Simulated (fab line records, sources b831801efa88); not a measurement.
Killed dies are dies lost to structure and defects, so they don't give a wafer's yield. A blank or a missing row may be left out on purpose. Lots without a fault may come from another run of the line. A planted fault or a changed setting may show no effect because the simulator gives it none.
Which tool did it? | flow gf180mcu | 6 lots, 18 wafers sampled, at 2 steps of a route of 602

WHAT THE GAUGES READ, wafer by wafer
GF_V5_CD_MEAS_14: target cd 260 nm.
lot  | measured     | on        | cd_nm (nm)
L254 | day 28 01:12 | cd_sem-01 | 261.2 262.5 263.4
L257 | day 28 23:50 | cd_sem-02 | 260.3 260.5 261.0
L259 | day 29 20:10 | cd_sem-02 | 258.5 257.6 258.1
L261 | day 30 06:43 | cd_sem-02 | 261.6 261.4 261.1
L266 | day 31 11:05 | cd_sem-02 | 261.7 260.0 259.1
L270 | day 32 14:37 | cd_sem-01 | 252.3 252.8 253.4

WHICH TOOL RAN EACH LOT (tool, then ch and the chambers of the sampled wafers, then the start)
lot  | GF_V5_SOFTBAKE_10
L254 | litho_track-02 ch 0, day 27 15:00
L257 | litho_track-01 ch 0, day 28 14:00
L259 | litho_track-01 ch 0, day 29 10:00
L261 | litho_track-02 ch 0, day 29 21:00
L266 | litho_track-01 ch 0, day 31 02:00
L270 | litho_track-02 ch 0, day 32 05:00
- GF_V5_SOFTBAKE_10: time 60 s.

THE ANSWER, worked out from the rows above alone
Rule: what is usual is taken from the lots themselves. Put in order of their means at a reading, lots are off if they are a third of the lots or fewer, leave a main group of 4 or more, and stand apart from it by a gap of 3 or more times the standard deviation of the main group's means; of several such gaps the widest counts. A main group whose means are all the same, to the digits that the tables above print for the reading, isn't used. A lot without any number at a reading at which 4 lots or more have one is off too. The other lots that the step has rows for count as sound.
Off: L270, at GF_V5_CD_MEAS_14 (cd_nm). The main group: mean 260.5 nm, standard deviation 1.4.
A tool fits if, at a process step before that reading, it ran every lot that is off, and no sound lot after the first of them. The gauges at GF_V5_CD_MEAS_14 are tried like those tools. Can't be told from this: 2 tools fit, litho_track-02 at GF_V5_SOFTBAKE_10, cd_sem-01 at GF_V5_CD_MEAS_14.

WHAT THE SIMULATOR HAD PUT IN
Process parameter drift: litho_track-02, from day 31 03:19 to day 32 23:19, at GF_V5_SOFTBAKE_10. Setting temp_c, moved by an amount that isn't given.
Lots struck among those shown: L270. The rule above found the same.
